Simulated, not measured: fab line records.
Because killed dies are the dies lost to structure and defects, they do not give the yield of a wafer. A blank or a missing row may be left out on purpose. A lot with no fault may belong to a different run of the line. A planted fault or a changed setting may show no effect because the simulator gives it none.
What tool caused it? :: flow gf180mcu :: 15 lots with 45 wafers sampled at 4 steps, on a route of 602 steps

WHAT EACH GAUGE READ, for each wafer
GF_STI_CD_MEAS_12: the cd target is 220 nm. Usual: cd_nm reads 219.9 nm (standard deviation 1.3).
lot: L958
measured: day 2 01:54
on: cd_sem-02
cd_nm (nm): 220.7 220.3 220.1
flag: 

lot: L959
measured: day 2 07:20
on: cd_sem-01
cd_nm (nm): 219.5 220.3 219.6
flag: 

lot: L960
measured: day 2 11:29
on: cd_sem-01
cd_nm (nm): 220.9 220.3 220.7
flag: 

lot: L961
measured: day 2 17:41
on: cd_sem-02
cd_nm (nm): 220.9 221.4 220.7
flag: 

lot: L962
measured: day 2 21:40
on: cd_sem-02
cd_nm (nm): 218.8 219.4 218.4
flag: 

lot: L963
measured: day 3 04:02
on: cd_sem-01
cd_nm (nm): 221.1 220.8 220.7
flag: 

lot: L964
measured: day 3 08:20
on: cd_sem-01
cd_nm (nm): 218.4 220.0 219.9
flag: 

lot: L965
measured: day 3 12:53
on: cd_sem-01
cd_nm (nm): 221.8 219.8 221.8
flag: 

lot: L966
measured: day 3 19:16
on: cd_sem-01
cd_nm (nm): 221.7 221.0 221.0
flag: 

lot: L967
measured: day 3 23:28
on: cd_sem-01
cd_nm (nm): 218.9 218.5 218.8
flag: 

lot: L968
measured: day 4 05:26
on: cd_sem-01
cd_nm (nm): 218.6 218.0 218.1
flag: 

lot: L971
measured: day 4 20:07
on: cd_sem-01
cd_nm (nm): 218.9 218.3 218.0
flag: 

lot: L975
measured: day 5 18:10
on: cd_sem-01
cd_nm (nm): 221.0 222.1 220.0
flag: 

lot: L978
measured: day 6 08:17
on: cd_sem-01
cd_nm (nm): 220.1 220.1 219.7
flag: 

lot: L980
measured: day 6 18:52
on: cd_sem-01
cd_nm (nm): 219.5 219.4 220.2
flag: 

GF_DNWELL_TW_MEAS_09. Usual: DNWELL_TW 1342, standard deviation 12.
lot: L958
measured: day 2 19:07
on: film_metro-02
DNWELL_TW: 1339 1331 1332
flag: 

lot: L959
measured: day 3 00:31
on: film_metro-02
DNWELL_TW: 1328 1324 1328
flag: 

lot: L960
measured: day 3 04:48
on: film_metro-03
DNWELL_TW: 1337 1346 1343
flag: 

lot: L961
measured: day 3 10:51
on: film_metro-04
DNWELL_TW: 1356 1363 1363
flag: 

lot: L962
measured: day 3 18:29
on: film_metro-03
DNWELL_TW: 1337 1348 1348
flag: 

lot: L963
measured: day 3 22:26
on: film_metro-03
DNWELL_TW: 1350 1343 1341
flag: 

lot: L964
measured: day 4 02:43
on: film_metro-03
DNWELL_TW: 1342 1335 1339
flag: 

lot: L965
measured: day 4 07:03
on: film_metro-03
DNWELL_TW: 1332 1333 1333
flag: 

lot: L971
measured: day 5 21:58
on: film_metro-03
DNWELL_TW: 1339 1331 1327
flag: 

lot: L975
measured: day 6 21:32
on: film_metro-02
DNWELL_TW: 1327 1329 1318
flag: 

lot: L978
measured: day 7 04:28
on: film_metro-04
DNWELL_TW: 1349 1345 1349
flag: 

lot: L980
measured: day 7 16:48
on: film_metro-04
DNWELL_TW: 1344 1355 1353
flag: 

GF_LVPWELL_OVL_MEAS_07. Usual: LVPWELL_OVL -0.2 nm, standard deviation 1.2.
lot: L958
measured: day 3 20:55
on: overlay-02
LVPWELL_OVL (nm): 1.0 -0.3 -1.0
flag: 

lot: L959
measured: day 4 02:49
on: overlay-02
LVPWELL_OVL (nm): -1.0 -0.5 -0.3
flag: 

lot: L960
measured: day 4 06:49
on: overlay-01
LVPWELL_OVL (nm): 0.4 -0.6 -1.2
flag: 

lot: L961
measured: day 4 13:55
on: overlay-01
LVPWELL_OVL (nm): -1.4 -0.7 -1.8
flag: 

lot: L962
measured: day 4 21:27
on: overlay-01
LVPWELL_OVL (nm): 0.7 0.2 1.8
flag: 

lot: L963
measured: day 5 02:50
on: overlay-02
LVPWELL_OVL (nm): 1.2 1.4 -0.4
flag: 

lot: L964
measured: day 5 06:20
on: overlay-01
LVPWELL_OVL (nm): 1.6 2.3 0.0
flag: 

lot: L965
measured: day 5 10:57
on: overlay-02
LVPWELL_OVL (nm): 0.7 0.2 -0.5
flag: 

lot: L971
measured: day 7 03:34
on: overlay-02
LVPWELL_OVL (nm): 1.8 1.9 0.2
flag: 

lot: L975
measured: day 8 04:19
on: overlay-02
LVPWELL_OVL (nm): -2.5 -1.7 -0.8
flag: 

lot: L978
measured: day 8 11:58
on: overlay-01
LVPWELL_OVL (nm): -0.2 -1.3 0.8
flag: 

lot: L980
measured: day 9 02:06
on: overlay-01
LVPWELL_OVL (nm): -1.5 -1.2 -0.8
flag: 

TOOL THAT RAN EACH LOT (tool first, then ch and the chambers of the sampled wafers, then the start)
lot: L958
GF_STI_OXIDATION_01: furnace-01 ch 0, day 1 10:11

lot: L959
GF_STI_OXIDATION_01: furnace-02 ch 0, day 1 15:34

lot: L960
GF_STI_OXIDATION_01: furnace-01 ch 0, day 1 20:07

lot: L961
GF_STI_OXIDATION_01: furnace-01 ch 0, day 2 01:46

lot: L962
GF_STI_OXIDATION_01: furnace-02 ch 0, day 2 06:17

lot: L963
GF_STI_OXIDATION_01: furnace-02 ch 0, day 2 12:00

lot: L964
GF_STI_OXIDATION_01: furnace-01 ch 0, day 2 16:13

lot: L965
GF_STI_OXIDATION_01: furnace-01 ch 0, day 2 21:08

lot: L966
GF_STI_OXIDATION_01: furnace-01, day 3 02:40

lot: L967
GF_STI_OXIDATION_01: furnace-01, day 3 07:07

lot: L968
GF_STI_OXIDATION_01: furnace-02, day 3 12:45

lot: L971
GF_STI_OXIDATION_01: furnace-02 ch 0, day 4 03:31

lot: L975
GF_STI_OXIDATION_01: furnace-02 ch 0, day 5 01:22

lot: L978
GF_STI_OXIDATION_01: furnace-02 ch 0, day 5 14:56

lot: L980
GF_STI_OXIDATION_01: furnace-02 ch 0, day 6 00:33
- GF_STI_OXIDATION_01: stabilise 600 s, purge 300 s, target thk 10 nm.

WHAT THE TOOLS THEMSELVES READ (means of the sampled wafers that have a number; where no wafer has one, the mark that the record gives instead)
GF_STI_OXIDATION_01. Usual: ox_temp_c 900.0 C, standard deviation 0.41; ox_temp_c_max 906.7, standard deviation 1.2.
lot: L958
tool: furnace-01
ox_temp_c (C): 899.7
ox_temp_c_max: 906.4
flag: 

lot: L959
tool: furnace-02
ox_temp_c (C): 900.3
ox_temp_c_max: 907.5
flag: 

lot: L960
tool: furnace-01
ox_temp_c (C): 899.7
ox_temp_c_max: 905.4
flag: 

lot: L961
tool: furnace-01
ox_temp_c (C): 900.0
ox_temp_c_max: 905.8
flag: 

lot: L962
tool: furnace-02
ox_temp_c (C): 900.2
ox_temp_c_max: 908.1
flag: 

lot: L963
tool: furnace-02
ox_temp_c (C): 899.7
ox_temp_c_max: 906.8
flag: 

lot: L964
tool: furnace-01
ox_temp_c (C): 899.5
ox_temp_c_max: 906.5
flag: 

lot: L965
tool: furnace-01
ox_temp_c (C): 900.4
ox_temp_c_max: 906.5
flag: 

lot: L966
tool: furnace-01
ox_temp_c (C): -
ox_temp_c_max: -
flag: OFF

lot: L967
tool: furnace-01
ox_temp_c (C): -
ox_temp_c_max: -
flag: OFF

lot: L968
tool: furnace-02
ox_temp_c (C): -
ox_temp_c_max: -
flag: OFF

lot: L971
tool: furnace-02
ox_temp_c (C): 899.9
ox_temp_c_max: 907.9
flag: 

lot: L975
tool: furnace-02
ox_temp_c (C): 900.3
ox_temp_c_max: 907.5
flag: 

lot: L978
tool: furnace-02
ox_temp_c (C): 900.0
ox_temp_c_max: 908.2
flag: 

lot: L980
tool: furnace-02
ox_temp_c (C): 900.0
ox_temp_c_max: 907.7
flag: 

THE ANSWER, worked out from the rows above alone
Rule: a lot counts as off when the mean over its wafers that have a number is more than 3 standard deviations away from the usual mean. A lot without any number at a reading at which 4 lots or more have one is off too. Where the step has rows for the other lots, those lots are counted as sound. First the gauges in route order, then the tools' own readings, where a lot's mean is used as printed above. At the first step where some lot is off, the reading lying furthest off is the one used; lots without a number count as furthest.
Off, at GF_STI_OXIDATION_01 on ox_temp_c: L966, L967, L968. Without a number there: L966, L967, L968.
A tool fits if, at that step or a process step before it, it ran every lot that is off, and no sound lot after the first of them. No candidate that was tried fits.

WHAT THE SIMULATOR PUT IN
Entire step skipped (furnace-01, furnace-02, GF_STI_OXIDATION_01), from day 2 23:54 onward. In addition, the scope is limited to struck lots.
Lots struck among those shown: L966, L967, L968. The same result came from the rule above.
